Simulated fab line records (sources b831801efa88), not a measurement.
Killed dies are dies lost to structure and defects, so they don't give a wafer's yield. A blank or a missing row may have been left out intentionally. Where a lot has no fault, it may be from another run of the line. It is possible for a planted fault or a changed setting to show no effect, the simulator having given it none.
Which of the tools did it? | flow sfq line | Sampling: 6 lots, 17 wafers, 5 of 325 route steps

## WHAT THE GAUGES READ, wafer by wafer
SFQ_I5_OVL_MEAS_936.
lot  | measured     | on         | I5_OVL (nm)
L725 | day 61 15:19 | overlay-02 | -3 2 3
L727 | day 61 20:08 | overlay-02 | -1 3 -6
L729 | day 62 05:43 | overlay-02 | 4 3 7
L732 | day 67 07:17 | overlay-01 | -6 -6 -4
L737 | day 69 19:22 | overlay-01 | 2 4
L743 | day 71 21:25 | overlay-01 | -7 -1 3

## WHAT TOOL EACH LOT RAN ON (gives the tool, then ch and the chambers of the sampled wafers, and finally the start)
lot  | SFQ_TRILAYER_I2_CMP_CMP_064   | SFQ_TRILAYER_I2_METRO_MEASURE_065 | SFQ_TRILAYER_I2_VIA_ETCH_VIA_ETCH_070 | SFQ_TRILAYER_A5B_METRO_MEASURE_131
L725 | cmp-01 ch 2,3, day 23 23:47   | film metro-01, day 24 02:55       | rie diel-01 ch 0,1,2, day 30 15:41    | film metro-04, day 59 14:05
L727 | cmp-01 ch 2,3, day 24 05:28   | film metro-02, day 24 08:29       | rie diel-01 ch 0,1,3, day 30 20:29    | film metro-04, day 59 17:29
L729 | cmp-01 ch 0,1,2, day 25 18:14 | film metro-01, day 25 21:34       | rie diel-01 ch 1,2,3, day 30 23:01    | film metro-04, day 60 01:21
L732 | cmp-02 ch 0,1,2, day 34 01:19 | film metro-04, day 34 03:08       | rie diel-01 ch 0,3, day 34 06:27      | film metro-04, day 60 10:21
L737 | cmp-01 ch 0, day 35 21:47     | film metro-04, day 36 00:54       | rie diel-02 ch 1,3, day 41 03:35      | film metro-04, day 62 23:56
L743 | cmp-01 ch 0,1,3, day 39 12:47 | film metro-02, day 39 16:06       | rie diel-01 ch 0,1,2, day 44 03:19    | film metro-04, day 69 12:50
- SFQ_TRILAYER_I2_CMP_CMP_064: polishes SiO2.
- SFQ_TRILAYER_I2_METRO_MEASURE_065
- SFQ_TRILAYER_I2_VIA_ETCH_VIA_ETCH_070: etches SiO2 in CHF3, stops on Nb, target depth 260 nm.
- SFQ_TRILAYER_A5B_METRO_MEASURE_131

## THE ANSWER, worked out from the rows above alone
Rule: what is usual is taken from the lots themselves. Put in order of their means at a reading, lots are off if they are a third of the lots or fewer, leave a main group of 4 or more, and stand apart from it by a gap of 3 or more times the standard deviation of the main group's means; of several such gaps the widest counts. If all means in a main group match to the digits the tables above print for the reading, that group is not used. A lot without any number at a reading at which 4 lots or more have one is off too. All remaining lots with rows at the step are treated as sound.
None of the lots is off at any reading shown; this tells nothing.

## WHAT HAD BEEN PUT IN BY THE SIMULATOR
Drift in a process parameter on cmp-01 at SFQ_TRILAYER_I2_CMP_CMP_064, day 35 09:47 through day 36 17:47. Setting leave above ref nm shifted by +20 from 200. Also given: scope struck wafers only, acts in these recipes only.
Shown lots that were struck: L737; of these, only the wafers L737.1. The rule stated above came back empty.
